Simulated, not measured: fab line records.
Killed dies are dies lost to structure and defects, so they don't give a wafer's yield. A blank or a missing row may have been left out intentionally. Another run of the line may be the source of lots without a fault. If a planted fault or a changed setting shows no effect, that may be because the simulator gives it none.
Which of the tools did it? + flow sky130 + 24 lots, 72 wafers sampled, at 5 steps of a route of 708

## WHAT THE GAUGES SHOWED, per wafer
SKY_VIA2_CD_MEAS_12: target cd 200 nm. Usual: cd-nm reads 199.7 nm (standard deviation 1.4).
| lot  | measured     | on        | cd-nm (nm)        | flag |
|------|--------------|-----------|-------------------|------|
| L074 | day 36 00:14 | cd-sem-02 | 199.7 198.4 198.6 |      |
| L075 | day 36 14:41 | cd-sem-01 | 198.7 197.3 196.9 |      |
| L076 | day 36 19:25 | cd-sem-02 | 200.7 198.8 200.2 |      |
| L077 | day 37 02:10 | cd-sem-02 | 198.7 198.3 201.3 |      |
| L078 | day 37 06:14 | cd-sem-02 | 199.0 200.0 198.5 |      |
| L079 | day 37 16:08 | cd-sem-01 | 201.7 200.5 201.1 |      |
| L080 | day 38 06:58 | cd-sem-01 | 200.7 200.6 201.1 |      |
| L081 | day 38 20:45 | cd-sem-02 | 200.1 200.6 200.8 |      |
| L082 | day 39 16:49 | cd-sem-01 | 201.7 201.6 203.2 |      |
| L083 | day 39 20:57 | cd-sem-02 | 201.1 200.4 200.0 |      |
| L085 | day 40 01:38 | cd-sem-02 | 199.4 200.6 201.2 |      |
| L084 | day 40 02:47 | cd-sem-01 | 201.3 200.7 200.7 |      |
| L086 | day 40 05:20 | cd-sem-01 | 201.6 200.1 200.2 |      |
| L088 | day 40 18:17 | cd-sem-01 | 199.3 198.7 199.0 |      |
| L087 | day 41 02:28 | cd-sem-02 | 197.8 197.6 197.4 |      |
| L090 | day 41 13:25 | cd-sem-02 | 200.5 198.4 199.6 |      |
| L089 | day 41 14:34 | cd-sem-02 | 199.0 198.3 199.5 |      |
| L091 | day 41 22:29 | cd-sem-01 | 199.8 199.2 200.1 |      |
| L092 | day 41 23:04 | cd-sem-01 | 200.2 200.5 200.8 |      |
| L093 | day 42 02:55 | cd-sem-02 | 198.9 197.3 197.4 |      |
| L095 | day 42 10:55 | cd-sem-01 | 201.2 202.9 202.2 |      |
| L094 | day 42 12:51 | cd-sem-02 | 199.9 199.1 198.9 |      |
| L096 | day 42 19:52 | cd-sem-02 | 196.9 197.3 196.7 |      |
| L097 | day 42 21:35 | cd-sem-02 | 200.7 199.6 201.0 |      |

SKY_VIA2_RS_MEAS_22: the measuring method here is four-point-probe. Usual: VIA2_W_RS gives 0.2739 ohm/sq (standard deviation 0.0027).
| lot  | measured     | on            | VIA2_W_RS (ohm/sq)   | flag |
|------|--------------|---------------|----------------------|------|
| L074 | day 36 01:16 | film-metro-02 | 0.2752 0.2757 0.2737 |      |
| L075 | day 36 15:45 | film-metro-02 | 0.2690 0.2685 0.2710 |      |
| L076 | day 36 20:28 | film-metro-02 | 0.2710 0.2760 0.2682 |      |
| L077 | day 37 03:13 | film-metro-02 | 0.2736 0.2758 0.2741 |      |
| L078 | day 37 07:17 | film-metro-01 | 0.2760 0.2765 0.2736 |      |
| L079 | day 37 17:13 | film-metro-01 | 0.2760 0.2719 0.2752 |      |
| L080 | day 38 08:02 | film-metro-01 | 0.2748 0.2764 0.2741 |      |
| L081 | day 38 21:50 | film-metro-01 | 0.2704 0.2719 0.2707 |      |
| L082 | day 39 17:53 | film-metro-02 | 0.2760 0.2730 0.2729 |      |
| L083 | day 39 21:59 | film-metro-03 | 0.2731 0.2717 0.2736 |      |
| L085 | day 40 02:41 | film-metro-03 | 0.2751 0.2726 0.2775 |      |
| L084 | day 40 03:49 | film-metro-02 | 0.2783 0.2731 0.2771 |      |
| L086 | day 40 06:25 | film-metro-02 | 0.2766 0.2781 0.2742 |      |
| L088 | day 40 19:20 | film-metro-03 | 0.2715 0.2708 0.2702 |      |
| L087 | day 41 03:31 | film-metro-02 | 0.2716 0.2747 0.2761 |      |
| L090 | day 41 14:28 | film-metro-03 | 0.2806 0.2802 0.2776 |      |
| L089 | day 41 15:37 | film-metro-02 | 0.2720 0.2725 0.2713 |      |
| L091 | day 41 23:32 | film-metro-02 | 0.2712 0.2713 0.2723 |      |
| L092 | day 42 00:07 | film-metro-02 | 0.2749 0.2742 0.2751 |      |
| L093 | day 42 03:57 | film-metro-02 | 0.2774 0.2731 0.2764 |      |
| L095 | day 42 11:58 | film-metro-02 | 0.2742 0.2703 0.2694 |      |
| L094 | day 42 13:54 | film-metro-02 | 0.2716 0.2779 0.2739 |      |
| L096 | day 42 20:55 | film-metro-02 | 0.2699 0.2692 0.2705 |      |
| L097 | day 42 22:38 | film-metro-02 | 0.2725 0.2797 0.2786 |      |

## EACH LOT AND THE TOOL THAT RAN IT (in order: tool; ch and the chambers of the sampled wafers; start)
| lot  | SKY_CONTACT_CVD_00              | SKY_CONTACT_CMP_04            | SKY_METAL2_SPUTTER_04        |
|------|---------------------------------|-------------------------------|------------------------------|
| L074 | pecvd-02 ch 1,2, day 30 02:06   | cmp-01 ch 0,1,2, day 30 02:19 | pvd-sputter-04, day 33 18:20 |
| L075 | pecvd-03 ch 0,1,2, day 30 19:11 | cmp-02 ch 0,1,3, day 30 19:34 | pvd-sputter-02, day 34 09:26 |
| L076 | pecvd-04 ch 0,2, day 31 01:13   | cmp-01 ch 1,2,3, day 31 01:35 | pvd-sputter-01, day 34 14:37 |
| L077 | pecvd-03 ch 0,1, day 31 06:37   | cmp-02 ch 1,2,3, day 31 06:50 | pvd-sputter-01, day 34 21:35 |
| L078 | pecvd-04 ch 0,2, day 31 10:40   | cmp-01 ch 0,3, day 31 10:53   | pvd-sputter-02, day 34 23:56 |
| L079 | pecvd-03 ch 1,2, day 31 19:19   | cmp-02 ch 0,1,2, day 31 19:35 | pvd-sputter-02, day 35 10:33 |
| L080 | pecvd-04 ch 0,1,2, day 32 13:58 | cmp-01 ch 0,1,2, day 32 14:14 | pvd-sputter-02, day 36 02:07 |
| L081 | pecvd-03 ch 1,2, day 33 04:07   | cmp-02 ch 2,3, day 33 04:20   | pvd-sputter-01, day 36 15:20 |
| L082 | pecvd-04 ch 0,2, day 34 00:03   | cmp-02 ch 1,2,3, day 34 00:22 | pvd-sputter-01, day 37 12:19 |
| L083 | pecvd-02 ch 0,1,2, day 34 04:49 | cmp-01 ch 1,2, day 34 05:04   | pvd-sputter-04, day 37 17:25 |
| L085 | pecvd-03 ch 1,2, day 34 09:44   | cmp-01 ch 2,3, day 34 09:58   | pvd-sputter-02, day 37 21:41 |
| L084 | pecvd-02 ch 0,1, day 34 10:53   | cmp-02 ch 2,3, day 34 11:07   | pvd-sputter-01, day 37 22:35 |
| L086 | pecvd-04 ch 1,2, day 34 15:19   | cmp-01 ch 0,2,3, day 34 15:32 | pvd-sputter-01, day 38 02:14 |
| L088 | pecvd-03 ch 0,2, day 35 04:55   | cmp-02 ch 1,2, day 35 05:23   | pvd-sputter-02, day 38 15:52 |
| L087 | pecvd-02 ch 0,1,2, day 35 11:41 | cmp-02 ch 0,1,3, day 35 11:55 | pvd-sputter-01, day 38 23:08 |
| L090 | pecvd-02 ch 0,1,2, day 36 01:43 | cmp-02 ch 0,1,3, day 36 01:59 | pvd-sputter-01, day 39 11:36 |
| L089 | pecvd-03 ch 0,2, day 36 02:00   | cmp-01 ch 0,2,3, day 36 02:19 | pvd-sputter-02, day 39 12:07 |
| L091 | pecvd-04 ch 0,1,2, day 36 11:42 | cmp-02 ch 0,1,2, day 36 12:08 | pvd-sputter-01, day 39 21:01 |
| L092 | pecvd-03 ch 0,1,2, day 36 12:42 | cmp-02 ch 0,3, day 36 12:58   | pvd-sputter-02, day 39 21:58 |
| L093 | pecvd-02 ch 1,2, day 36 13:41   | cmp-02 ch 0,1,3, day 36 14:26 | pvd-sputter-01, day 40 00:45 |
| L095 | pecvd-04 ch 0,1, day 37 00:31   | cmp-01 ch 0,1,3, day 37 00:45 | pvd-sputter-01, day 40 10:13 |
| L094 | pecvd-03 ch 0,1, day 37 01:28   | cmp-01 ch 1,2,3, day 37 01:41 | pvd-sputter-01, day 40 11:56 |
| L096 | pecvd-02 ch 0,2, day 37 09:55   | cmp-01 ch 1,2,3, day 37 10:08 | pvd-sputter-02, day 40 19:08 |
| L097 | pecvd-03 ch 0,1, day 37 15:11   | cmp-01 ch 0,2,3, day 37 15:27 | pvd-sputter-02, day 40 22:10 |
- SKY_CONTACT_CVD_00: deposits Si3N4, target thk 75 nm.
- SKY_CONTACT_CMP_04: polishes SiO2.
- SKY_METAL2_SPUTTER_04: material TiN, target thk 70 nm, time 58.3 s.

## AS READ BY THE TOOLS THEMSELVES (means over the sampled wafers that have a number; for cases with no such wafer, the mark the record gives instead)
SKY_CONTACT_CVD_00. Usual: heater-power-w reads 779 W (standard deviation 96).
| lot  | tool     | heater-power-w (W) | flag |
|------|----------|--------------------|------|
| L074 | pecvd-02 | 693                |      |
| L075 | pecvd-03 | 896                |      |
| L076 | pecvd-04 | 687                |      |
| L077 | pecvd-03 | 816                |      |
| L078 | pecvd-04 | 738                |      |
| L079 | pecvd-03 | 970                |      |
| L080 | pecvd-04 | 688                |      |
| L081 | pecvd-03 | 856                |      |
| L082 | pecvd-04 | 718                |      |
| L083 | pecvd-02 | 735                |      |
| L085 | pecvd-03 | 934                |      |
| L084 | pecvd-02 | 826                |      |
| L086 | pecvd-04 | 787                |      |
| L088 | pecvd-03 | 805                |      |
| L087 | pecvd-02 | 747                |      |
| L090 | pecvd-02 | 780                |      |
| L089 | pecvd-03 | 777                |      |
| L091 | pecvd-04 | 751                |      |
| L092 | pecvd-03 | 834                |      |
| L093 | pecvd-02 | 796                |      |
| L095 | pecvd-04 | 685                |      |
| L094 | pecvd-03 | 759                |      |
| L096 | pecvd-02 | 747                |      |
| L097 | pecvd-03 | 796                |      |

SKY_CONTACT_CMP_04. Usual: edge-zone-pressure-frac 1.001, standard deviation 0.005; motor-current-A 12.1 A, standard deviation 1.6; platen-rpm 60.00 rpm, standard deviation 0.041; time-to-endpoint-s 82 s, standard deviation 4.5.
| lot  | tool   | edge-zone-pressure-frac | motor-current-A (A) | platen-rpm (rpm) | time-to-endpoint-s (s) | flag |
|------|--------|-------------------------|---------------------|------------------|------------------------|------|
| L074 | cmp-01 | 1.004                   | 12.9                | 59.95            | 81                     |      |
| L075 | cmp-02 | 1.002                   | 12.7                | 60.00            | 87                     |      |
| L076 | cmp-01 | 0.999                   | 12.1                | 60.03            | 79                     |      |
| L077 | cmp-02 | 1.000                   | 12.0                | 60.01            | 87                     |      |
| L078 | cmp-01 | 0.996                   | 10.8                | 60.02            | 82                     |      |
| L079 | cmp-02 | 0.998                   | 11.4                | 60.01            | 86                     |      |
| L080 | cmp-01 | 1.002                   | 12.9                | 60.00            | 77                     |      |
| L081 | cmp-02 | 1.001                   | 12.7                | 60.05            | 83                     |      |
| L082 | cmp-02 | 1.002                   | 12.2                | 59.99            | 86                     |      |
| L083 | cmp-01 | 0.994                   | 12.7                | 59.97            | 82                     |      |
| L085 | cmp-01 | 1.004                   | 10.8                | 60.02            | 81                     |      |
| L084 | cmp-02 | 1.003                   | 11.3                | 60.01            | 86                     |      |
| L086 | cmp-01 | 1.001                   | 11.2                | 59.98            | 81                     |      |
| L088 | cmp-02 | 1.001                   | 11.0                | 59.97            | 79                     |      |
| L087 | cmp-02 | 0.995                   | 12.1                | 60.06            | 78                     |      |
| L090 | cmp-02 | 0.999                   | 12.2                | 60.04            | 84                     |      |
| L089 | cmp-01 | 1.006                   | 11.4                | 59.96            | 83                     |      |
| L091 | cmp-02 | 1.002                   | 11.2                | 59.98            | 73                     |      |
| L092 | cmp-02 | 1.007                   | 12.3                | 60.00            | 86                     |      |
| L093 | cmp-02 | 1.004                   | 12.4                | 60.02            | 80                     |      |
| L095 | cmp-01 | 0.998                   | 12.1                | 59.98            | 79                     |      |
| L094 | cmp-01 | 1.003                   | 12.5                | 59.99            | 85                     |      |
| L096 | cmp-01 | 1.004                   | 12.2                | 60.01            | 82                     |      |
| L097 | cmp-01 | 0.997                   | 11.1                | 60.01            | 83                     |      |

SKY_METAL2_SPUTTER_04. Usual: cathode-dc-power-W 6500.0 W, standard deviation 1.1; throttle-valve-pct 29.6 %, standard deviation 1.2.
| lot  | tool           | cathode-dc-power-W (W) | throttle-valve-pct (%) | flag |
|------|----------------|------------------------|------------------------|------|
| L074 | pvd-sputter-04 | 6499.5                 | 30.4                   |      |
| L075 | pvd-sputter-02 | 6499.4                 | 29.9                   |      |
| L076 | pvd-sputter-01 | 6500.0                 | 28.9                   |      |
| L077 | pvd-sputter-01 | 6500.6                 | 28.8                   |      |
| L078 | pvd-sputter-02 | 6499.7                 | 30.1                   |      |
| L079 | pvd-sputter-02 | 6499.5                 | 29.9                   |      |
| L080 | pvd-sputter-02 | 6499.6                 | 29.7                   |      |
| L081 | pvd-sputter-01 | 6499.5                 | 29.2                   |      |
| L082 | pvd-sputter-01 | 6499.5                 | 29.1                   |      |
| L083 | pvd-sputter-04 | 6499.6                 | 30.4                   |      |
| L085 | pvd-sputter-02 | 6500.0                 | 30.7                   |      |
| L084 | pvd-sputter-01 | 6499.6                 | 29.0                   |      |
| L086 | pvd-sputter-01 | 6499.9                 | 28.7                   |      |
| L088 | pvd-sputter-02 | 6499.4                 | 30.2                   |      |
| L087 | pvd-sputter-01 | 6500.8                 | 28.4                   |      |
| L090 | pvd-sputter-01 | 6500.6                 | 28.6                   |      |
| L089 | pvd-sputter-02 | 6500.2                 | 29.7                   |      |
| L091 | pvd-sputter-01 | 6499.0                 | 29.0                   |      |
| L092 | pvd-sputter-02 | 6499.6                 | 30.6                   |      |
| L093 | pvd-sputter-01 | 6499.7                 | 28.6                   |      |
| L095 | pvd-sputter-01 | 6500.6                 | 29.2                   |      |
| L094 | pvd-sputter-01 | 6500.4                 | 28.9                   |      |
| L096 | pvd-sputter-02 | 6500.8                 | 30.2                   |      |
| L097 | pvd-sputter-02 | 6500.6                 | 30.1                   |      |

## THE ANSWER, worked out from the rows above alone
Rule: a lot counts as off when the mean over its wafers that have a number is more than 3 standard deviations away from the usual mean. A lot without any number at a reading at which 4 lots or more have one is off too. The other lots that the step has rows for count as sound. Order of review: gauges by route order, followed by the tools' own readings, for which a lot's mean as printed above is used. The first step at which some lot is off is used, and at that step the reading that is off furthest; a lot without a number counts as furthest.
No lot is off on any of the readings shown, so nothing can be concluded from this.

## WHAT THE SIMULATOR HAD INSERTED
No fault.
